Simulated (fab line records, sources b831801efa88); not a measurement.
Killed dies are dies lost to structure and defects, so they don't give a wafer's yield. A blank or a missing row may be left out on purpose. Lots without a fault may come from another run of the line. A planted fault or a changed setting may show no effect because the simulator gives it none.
A struck lot beside a sound one | flow sky130 | 27 steps out of a route of 708
Sound: wafers L956.2, L956.3, L956.5. Struck: wafers L968.4, L968.5, L968.6. The cause comes at the end.
At each step with rows: each side's tool, then ch and its chambers, then its first start. Under that, the readings that differ: sound wafers | struck wafers | difference of the means | sigmas: that difference in standard deviations of wafers without a fault.
alike: readings whose means differ by less than 2 such deviations, and words and numbers that are the same on both sides. not compared: withheld readings, readings that some wafer has no value for, bounds like >300 that may hide the same value, and numbers for which the record gives no deviation and whose values overlap.
The two part at a step that has a row with sigmas, a row that says differs or no value, or rows on one side only. Numbers that don't overlap but have no deviation are shown without sigmas and don't part them. A reading that every wafer of one side lacks parts them only if that side has two wafers or more.

first, 2 steps without rows for these wafers: SKY_METAL4_PEB_11; SKY_METAL4_DEVELOP_12 (develop time 60 s).
SKY_METAL4_CD_MEAS_13: target cd 300 nm.
  sound on cd_sem-02, day 44 01:04; struck on cd_sem-01, day 46 12:04
  alike: cd_nm
SKY_METAL4_OVL_MEAS_14:
  sound on overlay-01, day 44 01:10; struck on overlay-01, day 46 12:10
  alike: METAL4_OVL
SKY_METAL4_DESCUM_15: chemistry O2, time 8 s.
  sound on rie_metal-04 ch 0, day 44 01:13; struck on rie_metal-04 ch 0,1, day 46 12:12
  alike: drypump_motor_current_A, oes_product_au, temp_c
  not compared: rf_hours_counter_h
SKY_METAL4_ETCH_16: etches BARC in N2/H2, stops on SiO2, time 88.2 s, target depth 60 nm.
  sound on rie_metal-04 ch 0, day 44 01:18; struck on rie_metal-04 ch 0,1, day 46 12:15
  alike: drypump_motor_current_A, oes_product_au, throttle_valve_pct
  not compared: rf_hours_counter_h
SKY_METAL4_ETCH_17: etches SiO2 in C4F8/O2/Ar, stops on TiN, time 3.9 s, target depth 15 nm.
  sound on rie_diel-01 ch 0,3, day 44 01:28; struck on rie_diel-03 ch 0,3, day 46 12:19
  alike: oes_product_au
  not compared: rf_hours_counter_h
then, 1 step without rows for these wafers: SKY_METAL4_METAL_ETCH_18 (etches the open film in Cl2/BCl3, stops on SiO2, target depth 845 nm, time 183.1 s).
SKY_METAL4_STRIP_19: strips in O2/N2.
  sound on plasma_asher-01 ch 0,1, day 44 01:40; struck on plasma_asher-03 ch 0,1, day 46 12:33
  alike: drypump_motor_current_A, oes_product_au, strip_time_to_endpoint_s
  not compared: rf_hours_counter_h
then, 3 steps without rows for these wafers: SKY_METAL4_STRIP_20 (strips in post etch residue remover, time 1200 s); SKY_METAL4_CLEAN_21 (cleans in IPA, time 180 s); SKY_METAL4_CLEAN_22 (cleans in O3/DIW).
SKY_VIA4_HDPCVD_00: deposits SiO2, target thk 1750 nm, time 291.7 s.
  sound on hdpcvd-02 ch 0,2, day 44 02:24; struck on hdpcvd-02 ch 0,1,2, day 46 13:34
SKY_VIA4_THK_MEAS_01:
  sound on film_metro-02, day 44 02:35; struck on film_metro-02, day 46 13:41
  reading              | sound          | struck         | difference | sigmas
  VIA4_HDPCVD_THK (nm) | 1738 1754 1737 | 1595 1602 1592 | -147       | -8
SKY_VIA4_CMP_02: polishes SiO2.
  sound on cmp-01 ch 1,2, day 44 02:38; struck on cmp-02 ch 1,2, day 46 13:43
  alike: edge_zone_pressure_frac, motor_current_A, platen_rpm
SKY_VIA4_BOW_MEAS_03:
  sound on film_metro-04, day 44 02:58; struck on film_metro-04, day 46 14:04
  alike: VIA4_BOW
then, 7 steps without rows for these wafers: SKY_VIA4_DEHYDRATE_04 (time 60 s); SKY_VIA4_HMDS_05 (prime time 60 s); SKY_VIA4_COAT_06 (resist thk 1140 nm); SKY_VIA4_SOFTBAKE_07 (time 60 s); SKY_VIA4_EXPOSE_08 (exposes mask VIM4, target cd 800 nm); SKY_VIA4_PEB_09; SKY_VIA4_DEVELOP_10 (develop time 60 s).
SKY_VIA4_OVL_MEAS_11:
  sound on overlay-02, day 44 23:51; struck on overlay-01, day 47 10:01
  reading       | sound       | struck        | difference | sigmas
  VIA4_OVL (nm) | 3.2 1.4 1.8 | 0.2 -2.9 -0.9 | -3.3       | -3
SKY_VIA4_ETCH_12: etches SiO2 in C4F8/O2/Ar, stops on TiN, target depth 580 nm.
  sound on rie_diel-04 ch 0,1, day 44 23:53; struck on rie_diel-03 ch 0,1, day 47 10:02
  reading               | sound             | struck            | difference | sigmas
  oes_product_au (a.u.) | 0.928 0.924 0.922 | 0.747 0.737 0.754 | -0.179     | -37
then, 1 step without rows for these wafers: SKY_VIA4_STRIP_13 (strips in O2/N2).
-- the record jumps here: 2 days lie between the struck wafers' starts before and after (it left off in module VIA4 and takes up again in module PAD_OPEN, whose first step shown is number 708 of the route) --
SKY_PAD_OPEN_PROBE_99:
  sound on prober-02, day 47 20:13; struck on prober-02, day 49 21:49
  reading                               | sound               | struck            | difference | sigmas
  defect_limited_yield (%)              | 84.1 85.0 79.5      | 71.5 68.1 70.3    | -12.9      | -7
  killed_at_M4_up                       | 1 3 2               | 62 65 55          | +59        | +35
  killed_at_contacts                    | 22 19 19            | 25 28 41          | +11        | +2
  killed_dies                           | 78 74 101           | 140 157 146       | +63        | +7
  killed_on_rim                         | 11 9 24             | 68 76 69          | +56        | +14
  sort_bin_3_pad_short (%)              | 0.2 0.2 1.6         | 13.6 14.2 11.2    | +12.3      | +29
  sort_n_pass                           | 414 418 391         | 352 335 346       | -63        | -7
  sort_yield_pct (%)                    | 84.1 85.0 79.5      | 71.5 68.1 70.3    | -12.9      | -7
  model.etest.tester.sort_n_pass        | 414 418 391         | 352 335 346       | -63        |
  model.etest.tester.sort_bin_3_pct (%) | 0.2033 0.2033 1.626 | 13.62 14.23 11.18 | +12.33     |
  model.etest.tester.sort_yield_pct (%) | 84.15 84.96 79.47   | 71.54 68.09 70.33 | -12.87     |
  alike: killed_at_M0_to_M3, killed_at_front_end, killed_at_other, killed_open, killed_short, sort_bin_5_function, sort_bin_6_memory

WHERE THEY PART
First at SKY_VIA4_THK_MEAS_01; last, within this record, at SKY_PAD_OPEN_PROBE_99.

WHY: what the simulator had put in
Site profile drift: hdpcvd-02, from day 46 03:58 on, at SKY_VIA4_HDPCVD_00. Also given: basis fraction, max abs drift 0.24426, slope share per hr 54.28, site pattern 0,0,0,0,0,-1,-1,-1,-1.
